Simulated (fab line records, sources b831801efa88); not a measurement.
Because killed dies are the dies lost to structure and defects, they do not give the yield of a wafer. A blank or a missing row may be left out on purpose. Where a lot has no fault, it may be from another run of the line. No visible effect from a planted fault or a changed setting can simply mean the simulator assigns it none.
Chamber matching :: flow gf180mcu :: 4 sister chambers for GF_V5_CMP_04 on cmp-01
The step polishes SiO2. 8 wafers are shown with their chamber, then 8 later ones without.

## WAFERS WITH THEIR CHAMBER
wafer: L607.5
chamber: 3
motor-current-A (A): 11.3
retaining-ring-pressure-frac: 1.000

wafer: L610.2
chamber: 1
motor-current-A (A): 12.4
retaining-ring-pressure-frac: 0.996

wafer: L610.5
chamber: 0
motor-current-A (A): 12.4
retaining-ring-pressure-frac: 0.995

wafer: L610.6
chamber: 3
motor-current-A (A): 11.5
retaining-ring-pressure-frac: 0.991

wafer: L611.2
chamber: 2
motor-current-A (A): 10.1
retaining-ring-pressure-frac: 1.003

wafer: L611.3
chamber: 1
motor-current-A (A): 11.6
retaining-ring-pressure-frac: 1.010

wafer: L611.6
chamber: 2
motor-current-A (A): 10.1
retaining-ring-pressure-frac: 0.998

wafer: L614.1
chamber: 0
motor-current-A (A): 13.1
retaining-ring-pressure-frac: 0.997

## WAFERS WITHOUT THEIR CHAMBER
wafer: L614.3
motor-current-A (A): 11.5
retaining-ring-pressure-frac: 1.005

wafer: L614.6
motor-current-A (A): 11.7
retaining-ring-pressure-frac: 1.002

wafer: L617.2
motor-current-A (A): 10.1
retaining-ring-pressure-frac: 0.994

wafer: L617.5
motor-current-A (A): 11.6
retaining-ring-pressure-frac: 0.996

wafer: L617.6
motor-current-A (A): 13.6
retaining-ring-pressure-frac: 0.998

wafer: L618.2
motor-current-A (A): 12.2
retaining-ring-pressure-frac: 0.999

wafer: L618.4
motor-current-A (A): 10.0
retaining-ring-pressure-frac: 1.003

wafer: L618.5
motor-current-A (A): 10.0
retaining-ring-pressure-frac: 1.003

## THE CHAMBER EACH PASSED THROUGH
wafer: L614.3
from the rows above: can't be placed: 1 or 3
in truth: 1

wafer: L614.6
from the rows above: can't be placed: 1 or 3
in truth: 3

wafer: L617.2
from the rows above: 2
in truth: 2

wafer: L617.5
from the rows above: can't be placed: 3 or 1
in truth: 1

wafer: L617.6
from the rows above: 0
in truth: 0

wafer: L618.2
from the rows above: can't be placed: 1 or 0 or 3
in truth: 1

wafer: L618.4
from the rows above: 2
in truth: 2

wafer: L618.5
from the rows above: 2
in truth: 2
Correct placement for 4 of the 8. Cannot be placed on the basis of these rows: 4; the candidates contain the true chamber in 4. Placed wrongly: 0.
How it was worked out, from the rows above alone: a wafer's distance from a chamber is the root of the sum, over the readings, of the square of ((its reading less the chamber's mean) divided by the reading's scatter). The wafer belongs to the nearest chamber; if the next one is less than 2 further off, it can't be placed. Each chamber's mean is taken over the wafers shown for it. The scatter is the square root of a quotient: the sum, over the shown wafers, of each reading's squared deviation from its chamber's mean, divided by wafers minus chambers.
